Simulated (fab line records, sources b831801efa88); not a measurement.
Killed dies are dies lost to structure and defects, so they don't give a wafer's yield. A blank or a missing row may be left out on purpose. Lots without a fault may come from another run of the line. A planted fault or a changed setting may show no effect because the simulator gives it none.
fab line records | flow gf180mcu | part 1 of 2: steps 1 to 28 of 39
record lots=5 wafers=15 last_day=32
route steps=602 shown HV_LDD@227 NSD@235 PSD@248 SAB@264
lots that met no fault: from a run of the same line without faults
start_h: hours from the record's first day to the start of the lot's first wafer shown | wait_h: hours since the lot's step before | " the same as in the row above | L1.1+2: a row that stands for several wafers | - no value, or no start given | * or withheld: withheld | < > ~ a bound
route shown NAME@n: a module of which the file shows steps, and the number in the route of the first | usual: mean/standard deviation of fault-free wafers | same: alike in all rows | chamber/n: place in a boat | sites: the reading at each site | _std_site: their standard deviation | _edge_site: outer sites' mean less inner sites' | radius_mm: how far each site lies from the wafer's centre | mask NAME#n: copy n | behind: the tool/chamber that last shaped the wafer | hold: why the lot was held/for how many hours/how that ended | device: the transistor (n, p or np) that didn't switch | end of line: the same wafers' tests at the end of the route | a step without rows: its recipe alone | killed: dies lost to structure and defects at the first sort, not the wafer's yield | map: a wafer's dies, x killed, . not, _ none there
set.NAME: the setting as run; set.NAME@STEP: as run at that earlier step | model.NAME: the simulator's own value behind a step, which no gauge read
lots at some steps of the route; a table a step, a row a wafer
services: from which hour (start_h, from the record's first day; less than 0 if before it) a tool's chamber was out of use, for how many hours, and why
## steps
# step GF_HV_LDD_CLEAN_51
# recipe chemistry=SC1/SC2 mix=1:4:20 temp_c=70 time_s=150 dry=n2_spin
# columns lot.wafer tool chamber start_h wait_h
L078.1+2+6 wet_bench-04 0 308.34 0.1
L083.2+3+5 wet_bench-02 0 342.19 0.0
L085.2+4+5 wet_bench-03 1 359.90 0.0
L086.2+3+5 wet_bench-02 0 366.65 0.0
L088.1+3+6 wet_bench-03 1 385.65 0.1
# step GF_HV_LDD_RTA_52
# recipe temp_c=1000 time_s=10 ambient=N2
# usual lamp_power_pct=30/3.1 wafer_temp_C_max=1003.5/1
# columns lot.wafer tool chamber start_h wait_h lamp_power_pct wafer_temp_C_max
L078.1 rtp_anneal-01 0 308.40 0.0 33 1004.1
L078.2 " 0 " " 33 1002.8
L078.6 " 0 " " 33 1004.2
L083.2 rtp_anneal-01 0 342.25 0.0 33 1004.7
L083.3 " 0 " " 33 1003.9
L083.5 " 0 " " 33 1005.4
L085.2 rtp_anneal-01 0 359.97 0.0 33 1005.1
L085.4 " 0 " " 33 1004.2
L085.5 " 0 " " 33 1004.5
L086.2 rtp_anneal-01 0 366.71 0.0 33 1004.1
L086.3 " 0 " " 33 1004.5
L086.5 " 0 " " 33 1003.9
L088.1 rtp_anneal-02 0 385.70 0.0 27 1003.4
L088.3 " 0 " " 27 1002.8
L088.6 " 0 " " 27 1002.0
# step GF_HV_LDD_RS_MEAS_53
# recipe thk_meas_gauge=four-point-probe
# usual HV_LDD_RS=418.2/0.83
# columns lot.wafer tool chamber start_h wait_h HV_LDD_RS[ohm/sq]
L078.1 film_metro-01 - 308.46 0.1 418.4
L078.2 " - " " 417.8
L078.6 " - " " 418.4
L083.2 film_metro-01 - 342.33 0.1 418.8
L083.3 " - " " 419.5
L083.5 " - " " 418.4
L085.2 film_metro-03 - 360.04 0.1 418.2
L085.4 " - " " 417.9
L085.5 " - " " 418.5
L086.2 film_metro-03 - 366.79 0.1 417.8
L086.3 " - " " 417.2
L086.5 " - " " 417.5
L088.1 film_metro-04 - 385.77 0.1 419.8
L088.3 " - " " 419.3
L088.6 " - " " 418.0
# step GF_HV_LDD_CVD_54
# recipe material=SiO2 target_thk_nm=10 precursor=TEOS temp_c=680 time_s=75 pressure_mtorr=400
# usual spike_tc_centre_C=680.9/1.2 susceptor_temp_C=679.96/0.3 zone_power_top_pct=23.0/2.6
# columns lot.wafer tool chamber start_h wait_h spike_tc_centre_C susceptor_temp_C zone_power_top_pct
L078.1 lpcvd-01 0 308.58 0.1 680.3 679.94 28.3
L078.2 " 0 " " 680.7 679.66 28.7
L078.6 " 0 " " 682.7 679.98 29.1
L083.2 lpcvd-02 0 342.43 0.1 679.0 680.38 21.7
L083.3 " 0 " " 679.4 680.24 22.0
L083.5 " 0 " " 679.2 680.50 21.8
L085.2 lpcvd-02 0 360.14 0.1 679.3 679.82 21.9
L085.4 " 0 " " 680.6 679.88 21.8
L085.5 " 0 " " 678.6 680.28 21.8
L086.2 lpcvd-02 1 366.89 0.1 681.8 680.11 21.8
L086.3 " 1 " " 682.1 679.99 21.9
L086.5 " 1 " " 682.9 679.19 22.0
L088.1 lpcvd-02 0 385.89 0.1 680.2 680.48 21.7
L088.3 " 0 " " 681.7 679.89 22.2
L088.6 " 0 " " 678.7 680.27 21.8
# step GF_HV_LDD_THK_MEAS_55
# recipe reads=SiO2_of_HV_LDD_CVD_54
# usual HV_LDD_CVD_54_THK=10.01/0.12
# columns lot.wafer tool chamber start_h wait_h HV_LDD_CVD_54_THK[nm]
L078.1 film_metro-01 - 309.60 0.0 9.87
L078.2 " - " " 9.89
L078.6 " - " " 9.91
L083.2 film_metro-04 - 343.46 0.0 9.95
L083.3 " - " " 10.07
L083.5 " - " " 10.18
L085.2 film_metro-01 - 361.17 0.0 9.87
L085.4 " - " " 9.72
L085.5 " - " " 9.88
L086.2 film_metro-04 - 367.92 0.0 10.07
L086.3 " - " " 9.98
L086.5 " - " " 10.10
L088.1 film_metro-03 - 386.91 0.0 10.06
L088.3 " - " " 10.20
L088.6 " - " " 9.98
# step GF_HV_LDD_CVD_56
# recipe material=Si3N4 precursor=DCS/NH3 target_thk_nm=90 temp_c=770 time_s=1509 pressure_mtorr=250
# usual spike_tc_centre_C=770.8/1.3 susceptor_temp_C=770.0/0.32 zone_power_top_pct=27.2/2.8
# columns lot.wafer tool chamber start_h wait_h spike_tc_centre_C susceptor_temp_C zone_power_top_pct
L078.1 lpcvd-02 1 309.66 0.1 771.5 769.9 26.3
L078.2 " 1 " " 771.4 770.5 25.9
L078.6 " 1 " " 773.0 769.8 25.4
L083.2 lpcvd-02 0 343.51 0.0 769.7 770.3 26.2
L083.3 " 0 " " 770.1 770.5 26.3
L083.5 " 0 " " 768.7 770.4 26.3
L085.2 lpcvd-02 0 361.22 0.0 768.5 769.9 26.3
L085.4 " 0 " " 770.8 770.1 25.8
L085.5 " 0 " " 769.3 770.0 26.4
L086.2 lpcvd-02 0 367.97 0.0 771.0 770.1 25.9
L086.3 " 0 " " 768.1 769.7 26.4
L086.5 " 0 " " 768.5 769.9 26.0
L088.1 lpcvd-02 1 388.95 2.0 770.8 769.8 26.2
L088.3 " 1 " " 771.7 769.8 26.6
L088.6 " 1 " " 772.4 769.8 26.4
# step GF_HV_LDD_THK_MEAS_57
# recipe reads=Si3N4_of_HV_LDD_CVD_56
# usual HV_LDD_CVD_56_THK=88.2/0.84
# columns lot.wafer tool chamber start_h wait_h HV_LDD_CVD_56_THK[nm]
L078.1 film_metro-01 - 311.09 0.0 88.3
L078.2 " - " " 88.0
L078.6 " - " " 88.8
L083.2 film_metro-03 - 344.95 0.0 88.4
L083.3 " - " " 87.1
L083.5 " - " " 88.1
L085.2 film_metro-01 - 362.66 0.0 88.5
L085.4 " - " " 87.1
L085.5 " - " " 87.1
L086.2 film_metro-01 - 369.41 0.0 87.7
L086.3 " - " " 87.4
L086.5 " - " " 88.6
L088.1 film_metro-03 - 390.38 0.0 89.3
L088.3 " - " " 88.5
L088.6 " - " " 88.9
# step GF_HV_LDD_ETCHBACK_58
# recipe chemistry=CH3F/O2 target=Si3N4 stop_on=SiO2 source_w=400 bias_w=80 pressure_mtorr=25 ch3f_flow_sccm=40 O2_flow_sccm=30 time_s=100 target_depth_a=900
# usual drypump_motor_current_A=5.5/0.48 oes_product_au=0.833/0.0064 throttle_valve_pct=10.562/0.0086
# columns lot.wafer tool chamber start_h wait_h drypump_motor_current_A oes_product_au rf_hours_counter_h throttle_valve_pct
L078.1 rie_diel-03 1 311.15 0.1 5.7 0.839 16 10.552
L078.2 " 0 " " 4.8 0.831 0 10.565
L078.6 " 0 " " 4.8 0.831 - 10.564
L083.2 rie_diel-03 1 345.00 0.0 5.8 0.830 16 10.573
L083.3 " 2 " " 5.3 0.822 19 10.550
L083.5 " 1 " " 5.8 0.826 - 10.555
L085.2 rie_diel-03 1 362.71 0.0 5.7 0.836 17 10.564
L085.4 " 3 " " 5.5 0.825 72 10.546
L085.5 " 2 " " 5.4 0.823 - 10.550
L086.2 rie_diel-01 0 369.46 0.0 6.4 0.833 66 10.567
L086.3 " 1 " " 5.5 0.830 24 10.569
L086.5 " 3 " " 5.7 0.838 - 10.566
L088.1 rie_diel-01 0 390.44 0.1 6.4 0.838 66 10.540
L088.3 " 3 " " 5.7 0.833 95 10.562
L088.6 " 3 " " 5.7 0.832 - 10.562
# step GF_NSD_DEHYDRATE_00
# recipe temp_c=200 time_s=60
# usual plate_temp_C=199.95/0.16
# columns lot.wafer tool chamber start_h wait_h plate_temp_C
L078.1 litho_track-02 0 320.67 9.5 199.98
L078.2 " 0 " " 200.31
L078.6 " 0 " " 200.37
L083.2 litho_track-04 0 355.60 10.6 199.94
L083.3 " 0 " " 200.09
L083.5 " 0 " " 199.94
L085.2 litho_track-01 0 373.40 10.7 200.18
L085.4 " 0 " " 200.02
L085.5 " 0 " " 200.08
L086.2 litho_track-02 0 380.05 10.6 199.74
L086.3 " 0 " " 199.58
L086.5 " 0 " " 199.84
L088.1 litho_track-04 0 401.92 11.4 199.63
L088.3 " 0 " " 199.77
L088.6 " 0 " " 199.80
# step GF_NSD_HMDS_01
# recipe prime_time_s=60 prime_temp_c=120
# usual prime_temp_c=120.01/0.12
# columns lot.wafer tool chamber start_h wait_h prime_temp_c
L078.1 litho_track-02 0 320.82 0.1 120.12
L078.2 " 0 " " 120.25
L078.6 " 0 " " 119.85
L083.2 litho_track-04 0 355.75 0.1 120.08
L083.3 " 0 " " 120.22
L083.5 " 0 " " 120.21
L085.2 litho_track-01 0 373.55 0.1 120.13
L085.4 " 0 " " 120.19
L085.5 " 0 " " 120.14
L086.2 litho_track-02 0 380.20 0.1 120.06
L086.3 " 0 " " 120.00
L086.5 " 0 " " 120.02
L088.1 litho_track-04 0 402.07 0.1 120.11
L088.3 " 0 " " 120.00
L088.6 " 0 " " 120.11
# step GF_NSD_COAT_02
# recipe resist=NOVOLAK spin_rpm=3000 resist_thk_nm=1000
# columns lot.wafer tool chamber start_h wait_h
L078.1+2+6 litho_track-02 0 320.97 0.1
L083.2+3+5 litho_track-04 0 355.90 0.1
L085.2+4+5 litho_track-01 0 373.70 0.1
L086.2+3+5 litho_track-02 0 380.35 0.1
L088.1+3+6 litho_track-04 0 402.22 0.1
# step GF_NSD_SOFTBAKE_03
# recipe temp_c=90 time_s=60 resist=NOVOLAK
# usual plate_temp_C=89.95/0.11
# columns lot.wafer tool chamber start_h wait_h plate_temp_C
L078.1 litho_track-02 0 321.12 0.1 89.82
L078.2 " 0 " " 89.89
L078.6 " 0 " " 90.03
L083.2 litho_track-04 0 356.05 0.1 89.79
L083.3 " 0 " " 89.97
L083.5 " 0 " " 89.97
L085.2 litho_track-01 0 373.85 0.1 89.91
L085.4 " 0 " " 89.83
L085.5 " 0 " " 90.02
L086.2 litho_track-02 0 380.50 0.1 89.86
L086.3 " 0 " " 90.20
L086.5 " 0 " " 89.93
L088.1 litho_track-04 0 402.37 0.1 89.86
L088.3 " 0 " " 89.98
L088.6 " 0 " " 90.01
# step GF_NSD_EXPOSE_04
# recipe mask_id=Nplus target_cd_nm=400 na=0.6 source_shape=conventional sigma_outer=0.6 dose_mj=140
# usual stage_vel_mm_s=500.01/0.22
# columns lot.wafer tool chamber start_h wait_h mask stage_vel_mm_s
L078.1 iline_stepper-01 0 - - Nplus#0 500.38
L078.2 " 0 " " Nplus#0 500.07
L078.6 " 0 " " Nplus#0 500.20
L083.2 iline_stepper-02 0 - - Nplus#0 499.97
L083.3 " 0 " " Nplus#0 499.84
L083.5 " 0 " " Nplus#0 500.14
L085.2 iline_stepper-01 0 - - Nplus#0 500.03
L085.4 " 0 " " Nplus#0 500.07
L085.5 " 0 " " Nplus#0 499.77
L086.2 iline_stepper-01 0 - - Nplus#0 500.13
L086.3 " 0 " " Nplus#0 500.34
L086.5 " 0 " " Nplus#0 500.11
L088.1 iline_stepper-02 0 - - Nplus#0 499.82
L088.3 " 0 " " Nplus#0 499.87
L088.6 " 0 " " Nplus#0 500.30
# step GF_NSD_PEB_05
# recipe temp_c=withheld time_s=* resist=NOVOLAK
# columns lot.wafer tool chamber start_h wait_h
L078.1+2+6 litho_track-01 0 - -
L083.2+3+5 litho_track-04 0 - -
L085.2+4+5 litho_track-04 0 - -
L086.2+3+5 litho_track-04 0 - -
L088.1+3+6 litho_track-01 0 - -
# step GF_NSD_DEVELOP_06
# recipe develop_time_s=60 dev_temp_c=23
# columns lot.wafer tool chamber start_h wait_h
L078.1+2+6 litho_track-01 0 332.07 0.1
L083.2+3+5 litho_track-04 0 366.45 0.1
L085.2+4+5 litho_track-04 0 385.10 0.1
L086.2+3+5 litho_track-04 0 391.35 0.1
L088.1+3+6 litho_track-01 0 413.17 0.1
# step GF_NSD_CD_MEAS_07
# recipe target_cd_nm=400
# usual cd_nm=400.1/2.3
# columns lot.wafer tool chamber start_h wait_h cd_nm
L078.1 cd_sem-01 - 332.22 0.1 397.5
L078.2 " - " " 397.9
L078.6 " - " " 398.2
L083.2 cd_sem-01 - 366.59 0.1 401.9
L083.3 " - " " 401.0
L083.5 " - " " 402.3
L085.2 cd_sem-01 - 385.24 0.1 400.0
L085.4 " - " " 401.2
L085.5 " - " " 398.5
L086.2 cd_sem-02 - 391.49 0.1 402.1
L086.3 " - " " 399.5
L086.5 " - " " 400.5
L088.1 cd_sem-01 - 413.32 0.1 398.1
L088.3 " - " " 397.9
L088.6 " - " " 399.0
# step GF_NSD_OVL_MEAS_08
# usual NSD_OVL=0.2/1.1
# columns lot.wafer tool chamber start_h wait_h NSD_OVL[nm]
L078.1 overlay-01 - 332.34 0.1 -0.3
L078.2 " - " " -0.7
L078.6 " - " " -0.4
L083.2 overlay-01 - 366.70 0.1 1.5
L083.3 " - " " 1.0
L083.5 " - " " 2.3
L085.2 overlay-01 - 385.35 0.1 1.4
L085.4 " - " " 0.3
L085.5 " - " " -0.4
L086.2 overlay-02 - 391.60 0.1 -0.4
L086.3 " - " " -1.4
L086.5 " - " " 0.3
L088.1 overlay-02 - 413.44 0.1 0.2
L088.3 " - " " 0.8
L088.6 " - " " 1.1
# step GF_NSD_IMPLANT_09
# recipe species=As energy_kev=60 dose_cm2=4e+15 tilt_deg=7
# columns lot.wafer tool chamber start_h wait_h
L078.1+2+6 implanter-04 0 332.38 0.0
L083.2+3+5 implanter-04 0 366.76 0.0
L085.2+4+5 implanter-02 0 385.41 0.0
L086.2+3+5 implanter-02 0 391.66 0.0
L088.1+3+6 implanter-02 0 413.48 0.0
# step GF_NSD_IMPLANT_10
# recipe species=P energy_kev=40 dose_cm2=5e+14 tilt_deg=7
# columns lot.wafer tool chamber start_h wait_h
L078.1+2+6 implanter-04 0 332.53 0.1
L083.2+3+5 implanter-04 0 366.91 0.1
L085.2+4+5 implanter-02 0 385.56 0.1
L086.2+3+5 implanter-02 0 391.81 0.1
L088.1+3+6 implanter-02 0 413.63 0.1
# step GF_NSD_STRIP_11
# recipe chemistry=O2/N2 power_w=1400 pressure_mtorr=1500 platen_temp_c=250 o2_flow_sccm=3000 n2_flow_sccm=300 overash_fraction=0.5
# usual drypump_motor_current_A=6.1/0.46 heater_power_w=333/15 oes_product_au=0.487/0.0049 strip_time_to_endpoint_s=22.948/0.028
# columns lot.wafer tool chamber start_h wait_h drypump_motor_current_A heater_power_w oes_product_au rf_hours_counter_h strip_time_to_endpoint_s
L078.1 plasma_asher-03 1 332.68 0.1 5.5 318 0.483 58 22.976
L078.2 " 0 " " 5.5 315 0.481 58 22.940
L078.6 " 0 " " 5.5 309 0.485 - 22.934
L083.2 plasma_asher-04 1 367.03 0.1 6.6 345 0.490 66 22.932
L083.3 " 0 " " 6.3 336 0.482 - 22.970
L083.5 " 1 " " 6.6 347 0.494 - 22.929
L085.2 plasma_asher-04 1 385.68 0.1 6.6 343 0.477 68 22.892
L085.4 " 1 " " 6.5 343 0.486 - 22.939
L085.5 " 1 " " 6.6 346 0.479 - 22.912
L086.2 plasma_asher-03 0 391.93 0.1 5.5 314 0.495 64 22.928
L086.3 " 0 " " 5.5 305 0.486 - 22.915
L086.5 " 1 " " 5.5 325 0.490 - 22.912
L088.1 plasma_asher-04 0 413.78 0.1 6.3 349 0.481 71 22.938
L088.3 " 1 " " 6.6 351 0.488 - 22.958
L088.6 " 1 " " 6.6 352 0.483 - 22.942
# step GF_NSD_TW_MEAS_12
# usual NSD_TW=4229/48
# columns lot.wafer tool chamber start_h wait_h NSD_TW
L078.1 film_metro-02 - 332.78 0.1 4278
L078.2 " - " " 4232
L078.6 " - " " 4256
L083.2 film_metro-03 - 367.14 0.1 4272
L083.3 " - " " 4273
L083.5 " - " " 4276
L085.2 film_metro-02 - 385.79 0.1 4293
L085.4 " - " " 4262
L085.5 " - " " 4252
L086.2 film_metro-03 - 392.04 0.1 4257
L086.3 " - " " 4261
L086.5 " - " " 4263
L088.1 film_metro-02 - 413.88 0.1 4246
L088.3 " - " " 4251
L088.6 " - " " 4229
# step GF_PSD_DEHYDRATE_00
# recipe temp_c=200 time_s=60
# usual plate_temp_C=200.00/0.14
# columns lot.wafer tool chamber start_h wait_h plate_temp_C
L078.1 litho_track-03 0 341.94 9.1 200.14
L078.2 " 0 " " 200.12
L078.6 " 0 " " 200.08
L083.2 litho_track-01 0 378.40 11.2 200.15
L083.3 " 0 " " 200.04
L083.5 " 0 " " 200.31
L085.2 litho_track-03 0 396.81 11.0 200.15
L085.4 " 0 " " 200.03
L085.5 " 0 " " 200.15
L086.2 litho_track-04 0 403.15 11.1 199.86
L086.3 " 0 " " 199.76
L086.5 " 0 " " 199.93
L088.1 litho_track-01 0 426.02 12.1 200.00
L088.3 " 0 " " 200.19
L088.6 " 0 " " 200.08
# step GF_PSD_HMDS_01
# recipe prime_time_s=60 prime_temp_c=120
# usual prime_temp_c=120.02/0.15
# columns lot.wafer tool chamber start_h wait_h prime_temp_c
L078.1 litho_track-03 0 342.09 0.1 119.98
L078.2 " 0 " " 119.92
L078.6 " 0 " " 120.09
L083.2 litho_track-01 0 378.55 0.1 120.08
L083.3 " 0 " " 120.05
L083.5 " 0 " " 119.90
L085.2 litho_track-03 0 396.96 0.1 119.92
L085.4 " 0 " " 119.99
L085.5 " 0 " " 120.06
L086.2 litho_track-04 0 403.30 0.1 119.98
L086.3 " 0 " " 120.15
L086.5 " 0 " " 120.21
L088.1 litho_track-01 0 426.17 0.1 119.94
L088.3 " 0 " " 120.05
L088.6 " 0 " " 119.95
# step GF_PSD_COAT_02
# recipe resist=NOVOLAK spin_rpm=3000 resist_thk_nm=1000
# columns lot.wafer tool chamber start_h wait_h
L078.1+2+6 litho_track-03 0 342.24 0.1
L083.2+3+5 litho_track-01 0 378.70 0.1
L085.2+4+5 litho_track-03 0 397.11 0.1
L086.2+3+5 litho_track-04 0 403.45 0.1
L088.1+3+6 litho_track-01 0 426.32 0.1
# step GF_PSD_SOFTBAKE_03
# recipe temp_c=90 time_s=60 resist=NOVOLAK
# usual plate_temp_C=89.99/0.12
# columns lot.wafer tool chamber start_h wait_h plate_temp_C
L078.1 litho_track-03 0 342.39 0.1 90.22
L078.2 " 0 " " 90.06
L078.6 " 0 " " 90.19
L083.2 litho_track-01 0 378.85 0.1 89.97
L083.3 " 0 " " 89.90
L083.5 " 0 " " 89.92
L085.2 litho_track-03 0 397.26 0.1 89.96
L085.4 " 0 " " 90.15
L085.5 " 0 " " 89.99
L086.2 litho_track-04 0 403.60 0.1 90.05
L086.3 " 0 " " 89.93
L086.5 " 0 " " 90.09
L088.1 litho_track-01 0 426.47 0.1 89.98
L088.3 " 0 " " 90.05
L088.6 " 0 " " 90.03
# step GF_PSD_EXPOSE_04
# recipe mask_id=Pplus target_cd_nm=400 na=0.6 source_shape=conventional sigma_outer=0.6 dose_mj=140
# usual stage_vel_mm_s=500.03/0.24
# columns lot.wafer tool chamber start_h wait_h mask stage_vel_mm_s
L078.1 iline_stepper-02 0 - - Pplus#0 499.61
L078.2 " 0 " " Pplus#0 500.17
L078.6 " 0 " " Pplus#0 499.65
L083.2 iline_stepper-02 0 - - Pplus#0 500.18
L083.3 " 0 " " Pplus#0 500.43
L083.5 " 0 " " Pplus#0 500.32
L085.2 iline_stepper-02 0 - - Pplus#0 500.15
L085.4 " 0 " " Pplus#0 499.97
L085.5 " 0 " " Pplus#0 499.99
L086.2 iline_stepper-01 0 - - Pplus#0 500.18
L086.3 " 0 " " Pplus#0 500.22
L086.5 " 0 " " Pplus#0 500.08
L088.1 iline_stepper-02 0 - - Pplus#0 500.53
L088.3 " 0 " " Pplus#0 499.72
L088.6 " 0 " " Pplus#0 500.27
# step GF_PSD_PEB_05
# recipe temp_c=withheld time_s=* resist=NOVOLAK
# columns lot.wafer tool chamber start_h wait_h
L078.1+2+6 litho_track-03 0 - -
L083.2+3+5 litho_track-04 0 - -
L085.2+4+5 litho_track-03 0 - -
L086.2+3+5 litho_track-04 0 - -
L088.1+3+6 litho_track-04 0 - -
# step GF_PSD_DEVELOP_06
# recipe develop_time_s=60 dev_temp_c=23
# columns lot.wafer tool chamber start_h wait_h
L078.1+2+6 litho_track-03 0 353.74 0.1
L083.2+3+5 litho_track-04 0 389.15 0.1
L085.2+4+5 litho_track-03 0 408.21 0.1
L086.2+3+5 litho_track-04 0 414.20 0.1
L088.1+3+6 litho_track-04 0 437.67 0.1
